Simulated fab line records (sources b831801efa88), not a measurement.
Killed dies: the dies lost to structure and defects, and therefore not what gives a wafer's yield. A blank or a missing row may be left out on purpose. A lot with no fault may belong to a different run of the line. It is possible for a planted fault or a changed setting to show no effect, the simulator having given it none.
Code-filled problem report in 8D (eight disciplines) form    flow sky130    the parts of the form that need people (team, actions taken, sign-off) are left out

1. WHAT IS WRONG
killed_at_front_end at SKY_PAD_OPEN_PROBE_99 reads a mean of 46 on 3 wafers of 1 lot; wafers without a fault read 15 with a standard deviation of 4.1. Relative to the usual mean, that is a shift of +7.6 standard deviations.
First observed at day 49 08:53: wafer L856.1, on prober-02. At this step, 21 wafers from 7 lots have a number in the record. Rule for "out" (also "out of limits"): further than 4 standard deviations from the usual mean. The other wafers with a number count as sound.

2. WHAT IT IS, AND WHAT IT ISN'T
question                     is                      is not
which readings at this step  killed_at_front_end     killed_at_M0_to_M3, killed_at_other, killed_short
which lots                   L856                    L843, L844, L847, L851, L858, L864
which wafers of those lots   all that have a number  -
read on which tools          prober-02               prober-01
when                         from day 49 08:53       up to then (12 sound wafers); but 6 sound wafers of L858, L864 came after

3. THE SUSPECTS, EACH WITH WHAT RULES IT OUT
Counting: a tool stays on the suspect list if, at a process step up to the reading, it processed all lots that are out and no sound lot following the first of them.
- plasma_asher-02 at SKY_VT_ADJUST_LVTN_STRIP_20 (strips in O2/N2): kept. It ran the lot that is out, L856 (day 11 22:08), and no sound lot after that; its last sound lot up to then is L844 (day 7 21:17).
- plasma_asher-02 at SKY_METAL4_STRIP_19 (strips in O2/N2): kept. It ran the lot that is out, L856 (day 45 22:47), and no sound lot after that; its last sound lot up to then is L851 (day 44 02:32).
- pvd_sputter-04 at SKY_METAL5_SPUTTER_02 (material AlCu, target thk 1150 nm, time 61.2 s): ruled out as a lasting fault. Sound lots L858 ran on it after its first lot that is out, L856 (day 46 21:10).
- prober-02 at SKY_PAD_OPEN_PROBE_99: ruled out as a lasting fault. Sound lots L858, L864 ran on it after its first lot that is out, L856 (day 49 08:53).
Left after counting: plasma_asher-02 at SKY_VT_ADJUST_LVTN_STRIP_20, plasma_asher-02 at SKY_METAL4_STRIP_19.

4. THE CAUSE (what the simulator had put in)
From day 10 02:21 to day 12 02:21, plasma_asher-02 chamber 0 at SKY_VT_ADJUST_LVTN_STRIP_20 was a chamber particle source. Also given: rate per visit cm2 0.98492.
2 suspects survive the count, and this tool is in that group.

5. THE EFFECT CHAIN, in route order
Each row: a reading where the mean over the struck wafers with a number is more than 3 standard deviations away from the usual. Only readings whose record carries a usual standard deviation are examined. hours: median over the lots of the time between each lot's start at the first step of this table that gives one and its start at this step. sigmas: the change, counted in usual standard deviations.
hours  step                   reading              usual  on struck wafers  change  sigmas
0      SKY_PAD_OPEN_PROBE_99  killed_at_front_end  15     46                +31     +7.6
Process steps it contains:
- SKY_PAD_OPEN_PROBE_99

6. WHAT WOULD HAVE CAUGHT IT SOONER
943 hours passed between the start of the fault at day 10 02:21 and the first reading out of limits in this record, taken at day 49 08:53.
An alarm limit of 4 standard deviations would not have fired on the tool readings at SKY_VT_ADJUST_LVTN_STRIP_20 for which the record gives a usual standard deviation, since none of them was out on any struck wafer.
Each of the lots that are out, 1 in all, had begun SKY_VT_ADJUST_LVTN_STRIP_20 on plasma_asher-02 no later than day 49 08:53. Had the tool been put on hold then, not one of them would have been saved.
